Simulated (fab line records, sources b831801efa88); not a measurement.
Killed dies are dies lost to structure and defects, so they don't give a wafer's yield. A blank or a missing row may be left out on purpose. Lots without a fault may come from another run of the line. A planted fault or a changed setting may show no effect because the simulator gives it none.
Which tool did it? | flow sky130 | 10 lots, 30 wafers sampled, at 5 steps of a route of 708

WHAT THE GAUGES READ, wafer by wafer
SKY_METAL1_THK_MEAS_06: measures by xrf.
lot  | measured     | on            | METAL1_ALCU_THK (nm)
L894 | day 31 13:18 | film_metro-03 | 251.9 250.7 253.7
L895 | day 32 00:44 | film_metro-01 | 254.1 256.9 254.2
L896 | day 32 17:05 | film_metro-01 | 254.2 250.1 252.2
L907 | day 36 07:07 | film_metro-01 | 251.1 249.5 248.6
L906 | day 36 09:35 | film_metro-01 | 249.5 252.0 249.9
L908 | day 36 14:18 | film_metro-01 | 251.0 254.1 252.6
L910 | day 37 02:15 | film_metro-04 | 253.9 253.2 255.1
L911 | day 37 17:18 | film_metro-04 | 251.5 251.3 251.6
L913 | day 38 02:10 | film_metro-03 | 252.5 251.0 252.8
L914 | day 38 09:15 | film_metro-01 | 249.6 245.6 248.5

SKY_VIA1_RS_MEAS_22: measures by four-point-probe.
lot  | measured     | on            | VIA1_W_RS (ohm/sq)
L894 | day 33 20:40 | film_metro-03 | 0.426 0.428 0.419
L895 | day 34 07:34 | film_metro-04 | 0.430 0.871 0.439
L896 | day 34 23:01 | film_metro-02 | 0.429 0.428 0.428
L907 | day 38 13:10 | film_metro-04 | 0.419 0.422 0.431
L906 | day 38 15:10 | film_metro-03 | 0.423 0.426 0.422
L908 | day 38 20:21 | film_metro-03 | 0.426 0.425 0.428
L910 | day 39 07:30 | film_metro-02 | 0.431 0.426 0.422
L911 | day 39 21:13 | film_metro-03 | 0.426 0.422 0.427
L913 | day 40 06:13 | film_metro-03 | 0.435 0.429 0.424
L914 | day 40 13:47 | film_metro-03 | 0.429 0.426 0.428

SKY_VIA1_THK_MEAS_23: measures by xrf.
lot  | measured     | on            | VIA1_W_THK (nm)
L894 | day 33 20:47 | film_metro-03 | 266 267 273
L895 | day 34 07:41 | film_metro-04 | 269 135 262
L896 | day 34 23:08 | film_metro-02 | 267 267 266
L907 | day 38 13:16 | film_metro-04 | 276 273 266
L906 | day 38 15:17 | film_metro-03 | 267 267 267
L908 | day 38 20:28 | film_metro-03 | 267 267 266
L910 | day 39 07:35 | film_metro-02 | 265 268 270
L911 | day 39 21:19 | film_metro-03 | 266 267 268
L913 | day 40 06:19 | film_metro-03 | 261 266 269
L914 | day 40 13:55 | film_metro-03 | 264 266 266

WHICH TOOL RAN EACH LOT (tool, then ch and the chambers of the sampled wafers, then the start)
lot  | SKY_METAL1_METAL_ETCH_19          | SKY_VIA1_CVD_21
L894 | rie_metal-04 ch 0, day 32 16:17   | cvd_w-01 ch 0,1, day 33 20:33
L895 | rie_metal-01 ch 1, day 33 03:44   | cvd_w-01 ch 1, day 34 07:28
L896 | rie_metal-01 ch 1, day 33 18:52   | cvd_w-02 ch 0,1, day 34 22:54
L907 | rie_metal-01 ch 0,1, day 37 08:45 | cvd_w-01 ch 0,1, day 38 13:03
L906 | rie_metal-04 ch 0,1, day 37 11:27 | cvd_w-01 ch 1, day 38 15:04
L908 | rie_metal-01 ch 0, day 37 16:36   | cvd_w-02 ch 0,1, day 38 20:14
L910 | rie_metal-02 ch 0,1, day 38 04:11 | cvd_w-01 ch 0,1, day 39 07:23
L911 | rie_metal-04 ch 0,1, day 38 18:45 | cvd_w-02 ch 0,1, day 39 21:06
L913 | rie_metal-02 ch 1, day 39 03:09   | cvd_w-02 ch 0,1, day 40 06:06
L914 | rie_metal-02 ch 1, day 39 10:39   | cvd_w-02 ch 0,1, day 40 13:42
- SKY_METAL1_METAL_ETCH_19: etches the open film in Cl2/BCl3, stops on SiO2, target depth 360 nm, time 78 s.
- SKY_VIA1_CVD_21: deposits W, target thk 270 nm, time 80.902 s.

WHAT THE TOOLS THEMSELVES READ (means of the sampled wafers that have a number; where no wafer has one, the mark that the record gives instead)
SKY_METAL1_METAL_ETCH_19.
lot  | tool         | drypump_motor_current_A (A) | oes_product_au (a.u.) | rf_fwd_power_W (W) | throttle_valve_pct (%)
L894 | rie_metal-04 | 6.1                         | 0.855                 | 896                | 22.260
L895 | rie_metal-01 | 5.5                         | 0.857                 | 889                | 22.263
L896 | rie_metal-01 | 5.4                         | 0.853                 | 889                | 22.271
L907 | rie_metal-01 | 5.6                         | 0.856                 | 893                | 22.257
L906 | rie_metal-04 | 5.5                         | 0.853                 | 890                | 22.266
L908 | rie_metal-01 | 5.7                         | 0.854                 | 896                | 22.265
L910 | rie_metal-02 | 6.1                         | 0.852                 | 895                | 22.265
L911 | rie_metal-04 | 5.5                         | 0.851                 | 893                | 22.266
L913 | rie_metal-02 | 6.5                         | 0.858                 | 892                | 22.270
L914 | rie_metal-02 | 6.5                         | 0.843                 | 892                | 22.261

SKY_VIA1_CVD_21.
lot  | tool     | heater_power_w (W)
L894 | cvd_w-01 | 850
L895 | cvd_w-01 | 761
L896 | cvd_w-02 | 881
L907 | cvd_w-01 | 855
L906 | cvd_w-01 | 769
L908 | cvd_w-02 | 952
L910 | cvd_w-01 | 775
L911 | cvd_w-02 | 890
L913 | cvd_w-02 | 950
L914 | cvd_w-02 | 895

THE ANSWER, worked out from the rows above alone
Rule: what is usual is taken from the lots themselves. Put in order of their means at a reading, lots are off if they are a third of the lots or fewer, leave a main group of 4 or more, and stand apart from it by a gap of 3 or more times the standard deviation of the main group's means; of several such gaps the widest counts. A main group whose means are all the same, to the digits that the tables above print for the reading, isn't used. A lot without any number at a reading at which 4 lots or more have one is off too. The other lots that the step has rows for count as sound. The gauges are gone through in route order, then the tools' own readings, and for those a lot's mean is taken as printed above. The first step at which some lot is off is used, and at that step the reading that is off furthest; a lot without a number counts as furthest.
Off: L895, at SKY_VIA1_RS_MEAS_22 (VIA1_W_RS). The main group: mean 0.426 ohm/sq, standard deviation 0.0019.
A tool fits if, at a process step before that reading, it ran every lot that is off, and no sound lot after the first of them. The gauges at SKY_VIA1_RS_MEAS_22 are tried like those tools. None of those tried fits.

WHAT THE SIMULATOR HAD PUT IN
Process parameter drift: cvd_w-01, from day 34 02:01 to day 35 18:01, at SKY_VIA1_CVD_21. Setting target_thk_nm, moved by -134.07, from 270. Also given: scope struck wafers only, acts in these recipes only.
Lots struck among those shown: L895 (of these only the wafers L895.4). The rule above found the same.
